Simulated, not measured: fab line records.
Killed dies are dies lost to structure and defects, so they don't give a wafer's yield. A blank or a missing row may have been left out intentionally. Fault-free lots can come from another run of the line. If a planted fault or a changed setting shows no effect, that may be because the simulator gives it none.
Which of the tools did it? :: flow sfq_line :: 21 wafers from 7 lots sampled at 2 of the route's 325 steps

## WHAT EACH GAUGE READ, for each wafer
SFQ_L0_RS_MEAS_901: the measuring method here is four-point-probe.
lot: L788
measured: day 1 17:35
on: film_metro-01
L0_MONX_KI_RS (ohm/sq): 42.7 42.9 42.6

lot: L791
measured: day 2 08:48
on: film_metro-04
L0_MONX_KI_RS (ohm/sq): 21.2 21.1 21.2

lot: L800
measured: day 4 05:40
on: film_metro-01
L0_MONX_KI_RS (ohm/sq): 42.9 42.8 42.5

lot: L802
measured: day 4 15:36
on: film_metro-04
L0_MONX_KI_RS (ohm/sq): 42.7 42.8 42.5

lot: L804
measured: day 5 01:36
on: film_metro-01
L0_MONX_KI_RS (ohm/sq): 42.6 42.6 42.6

lot: L806
measured: day 5 11:34
on: film_metro-02
L0_MONX_KI_RS (ohm/sq): 42.6 42.7 42.6

lot: L810
measured: day 6 07:34
on: film_metro-01
L0_MONX_KI_RS (ohm/sq): 42.2 42.6 42.5

## WHAT TOOL EACH LOT RAN ON (gives the tool, then ch and the chambers of the sampled wafers, and finally the start)
lot: L788
SFQ_TRILAYER_L0_DEP_SPUTTER_003: pvd_sputter-06, day 1 17:29

lot: L791
SFQ_TRILAYER_L0_DEP_SPUTTER_003: pvd_sputter-05, day 2 08:29

lot: L800
SFQ_TRILAYER_L0_DEP_SPUTTER_003: pvd_sputter-05, day 4 05:29

lot: L802
SFQ_TRILAYER_L0_DEP_SPUTTER_003: pvd_sputter-03, day 4 15:29

lot: L804
SFQ_TRILAYER_L0_DEP_SPUTTER_003: pvd_sputter-06, day 5 01:29

lot: L806
SFQ_TRILAYER_L0_DEP_SPUTTER_003: pvd_sputter-05, day 5 11:29

lot: L810
SFQ_TRILAYER_L0_DEP_SPUTTER_003: pvd_sputter-05, day 6 07:29
- SFQ_TRILAYER_L0_DEP_SPUTTER_003: material MoNx KI, target thk 40 nm, time 102.5 s.

## THE ANSWER, worked out from the rows above alone
Rule: the lots themselves supply what counts as usual. Put in order of their means at a reading, lots are off if they are a third of the lots or fewer, leave a main group of 4 or more, and stand apart from it by a gap of 3 or more times the standard deviation of the main group's means; of several such gaps the widest counts. A main group whose means are all the same, to the digits that the tables above print for the reading, isn't used. Also off: a lot with no number at a reading for which 4 or more lots have one. Where the step has rows for the other lots, those lots are counted as sound.
Off: L791, at SFQ_L0_RS_MEAS_901 (L0_MONX_KI_RS). The main group has a mean of 42.6 ohm/sq with a standard deviation of 0.1.
A tool fits if, at a process step before that reading, it ran every lot that is off, and no sound lot after the first of them. The gauges at SFQ_L0_RS_MEAS_901 are tried like those tools. Not one of the candidates tried fits.

## WHAT THE SIMULATOR PUT IN
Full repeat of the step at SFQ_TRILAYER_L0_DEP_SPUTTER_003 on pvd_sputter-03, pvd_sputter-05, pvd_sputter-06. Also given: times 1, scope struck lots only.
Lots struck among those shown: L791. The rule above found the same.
